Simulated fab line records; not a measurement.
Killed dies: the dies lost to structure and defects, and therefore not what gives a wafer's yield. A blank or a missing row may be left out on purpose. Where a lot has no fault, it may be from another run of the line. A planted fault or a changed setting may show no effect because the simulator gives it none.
Which tool did it? -- flow sky130 -- 39 wafers from 13 lots sampled at 4 of the route's 708 steps

== WHAT EACH GAUGE READ, for each wafer ==
SKY_NWELL_TW_MEAS_15. Usual: NWELL_TW gives 1816 (standard deviation 10).
lot,measured,on,NWELL_TW,flag
L602,day 4 16:04,film_metro-02,1816 1823 1815,
L604,day 5 01:36,film_metro-03,1816 1807 1820,
L605,day 5 04:47,film_metro-02,1823 1825 1823,
L614,day 7 10:34,film_metro-01,1833 1837 1844,
L615,day 7 14:12,film_metro-02,1814 1809 1813,
L617,day 8 18:03,film_metro-03,1818 1814 1819,
L620,day 9 05:50,film_metro-03,1799 1797 1807,
L618,day 9 06:48,film_metro-01,1813 1814 1819,
L619,day 9 06:58,film_metro-02,1825 1825 1823,
L621,day 9 18:43,film_metro-03,1812 1800 1795,
L622,day 10 01:06,film_metro-02,1819 1821 1811,
L623,day 10 04:07,film_metro-03,1813 1809 1815,
L625,day 10 08:45,film_metro-03,1807 1803 1796,

SKY_POLY_GATE_CD_MEAS_13: target cd 150 nm. Usual: cd_nm reads 149.9 nm (standard deviation 1.4).
lot,measured,on,cd_nm (nm),flag
L602,day 16 08:02,cd_sem-01,152.1 151.3 151.1,
L604,day 16 22:43,cd_sem-02,149.1 150.2 149.1,
L605,day 17 01:40,cd_sem-01,148.5 148.9 149.9,
L614,day 20 21:43,cd_sem-01,151.8 151.4 150.8,
L615,day 21 01:29,cd_sem-01,153.2 151.1 151.1,
L617,day 23 02:11,cd_sem-01,151.4 151.8 149.9,
L620,day 23 14:12,cd_sem-02,149.4 151.7 150.7,
L618,day 23 14:31,cd_sem-02,149.5 148.9 148.7,
L619,day 23 14:31,cd_sem-01,150.6 149.7 150.9,
L621,day 24 06:11,cd_sem-01,152.5 150.6 150.3,
L622,day 24 17:25,cd_sem-01,149.9 150.2 150.4,
L623,day 24 21:00,cd_sem-01,148.1 148.1 149.7,
L625,day 25 07:34,cd_sem-01,148.1 148.4 148.3,

== EACH LOT AND THE TOOL THAT RAN IT (in order: tool; ch and the chambers of the sampled wafers; start) ==
lot,SKY_NWELL_RTA_28,SKY_RES_PROTECT_EXPOSE_04
L602,"rtp_anneal-01 ch 0, day 5 09:28","iline_stepper-02 ch 0, day 14 11:53"
L604,"rtp_anneal-01 ch 0, day 5 19:22","iline_stepper-02 ch 0, day 15 02:12"
L605,"rtp_anneal-02 ch 0, day 5 23:04","iline_stepper-02 ch 0, day 15 07:09"
L614,"rtp_anneal-02 ch 0, day 8 06:27","iline_stepper-02 ch 0, day 18 21:54"
L615,"rtp_anneal-02 ch 0, day 8 10:31","iline_stepper-02 ch 0, day 19 02:35"
L617,"rtp_anneal-02 ch 0, day 9 15:29","iline_stepper-02 ch 0, day 21 02:43"
L620,"rtp_anneal-01 ch 0, day 10 04:23","iline_stepper-02 ch 0, day 21 14:10"
L618,"rtp_anneal-02 ch 0, day 10 04:57","iline_stepper-01 ch 0, day 21 14:23"
L619,"rtp_anneal-01 ch 0, day 10 05:22","iline_stepper-02 ch 0, day 21 14:38"
L621,"rtp_anneal-01 ch 0, day 10 18:14","iline_stepper-02 ch 0, day 22 07:41"
L622,"rtp_anneal-02 ch 0, day 11 00:10","iline_stepper-01 ch 0, day 22 17:51"
L623,"rtp_anneal-01 ch 0, day 11 03:36","iline_stepper-02 ch 0, day 22 19:08"
L625,"rtp_anneal-01 ch 0, day 11 07:57","iline_stepper-01 ch 0, day 23 07:37"
- SKY_NWELL_RTA_28: time 30 s.
- SKY_RES_PROTECT_EXPOSE_04: exposes mask RPM, target cd 1270 nm.

== WHAT THE TOOLS THEMSELVES READ (means of the sampled wafers that have a number; where no wafer has one, the mark that the record gives instead) ==
SKY_NWELL_RTA_28. Usual: anneal_temp_c_max 1055.7, standard deviation 2.8; lamp_power_pct 25.30 %, standard deviation 0.051; ramp_up_c_per_s 150.00, standard deviation 0.026; wafer_temp_C_max 1054.8, standard deviation 0.88.
lot,tool,anneal_temp_c_max,lamp_power_pct (%),ramp_up_c_per_s,wafer_temp_C_max,flag
L602,rtp_anneal-01,1053.1,25.32,150.00,1054.9,
L604,rtp_anneal-01,1052.9,25.22,149.98,1055.1,
L605,rtp_anneal-02,1058.3,25.34,150.00,1054.5,
L614,rtp_anneal-02,1057.2,25.26,150.01,1054.7,
L615,rtp_anneal-02,1057.1,25.27,150.00,1054.7,
L617,rtp_anneal-02,1056.8,25.31,150.01,1054.5,
L620,rtp_anneal-01,1052.5,25.35,150.01,1055.1,
L618,rtp_anneal-02,1056.6,25.28,150.00,1055.3,
L619,rtp_anneal-01,1053.4,25.28,149.99,1055.0,
L621,rtp_anneal-01,1052.5,25.31,149.99,1054.1,
L622,rtp_anneal-02,1058.8,25.30,150.03,1055.1,
L623,rtp_anneal-01,1053.2,25.29,150.00,1054.4,
L625,rtp_anneal-01,1052.8,25.35,150.02,1055.1,

SKY_RES_PROTECT_EXPOSE_04. Usual: reticle_temp_C reads 22.99 C (standard deviation 0.11).
lot,tool,reticle_temp_C (C),flag
L602,iline_stepper-02,22.98,
L604,iline_stepper-02,22.98,
L605,iline_stepper-02,23.04,
L614,iline_stepper-02,23.07,
L615,iline_stepper-02,22.98,
L617,iline_stepper-02,22.80,
L620,iline_stepper-02,22.96,
L618,iline_stepper-01,22.99,
L619,iline_stepper-02,22.87,
L621,iline_stepper-02,22.93,
L622,iline_stepper-01,23.19,
L623,iline_stepper-02,23.17,
L625,iline_stepper-01,22.92,

== THE ANSWER, worked out from the rows above alone ==
Rule: a lot is off if the mean of its wafers that have a number lies more than 3 standard deviations from the usual mean. Also off: a lot with no number at a reading for which 4 or more lots have one. Where the step has rows for the other lots, those lots are counted as sound. Order of review: gauges by route order, followed by the tools' own readings, for which a lot's mean as printed above is used. At the first step where some lot is off, the reading lying furthest off is the one used; lots without a number count as furthest.
Nothing can be told from this: no lot is off at any reading shown.

== WHAT THE SIMULATOR PUT IN ==
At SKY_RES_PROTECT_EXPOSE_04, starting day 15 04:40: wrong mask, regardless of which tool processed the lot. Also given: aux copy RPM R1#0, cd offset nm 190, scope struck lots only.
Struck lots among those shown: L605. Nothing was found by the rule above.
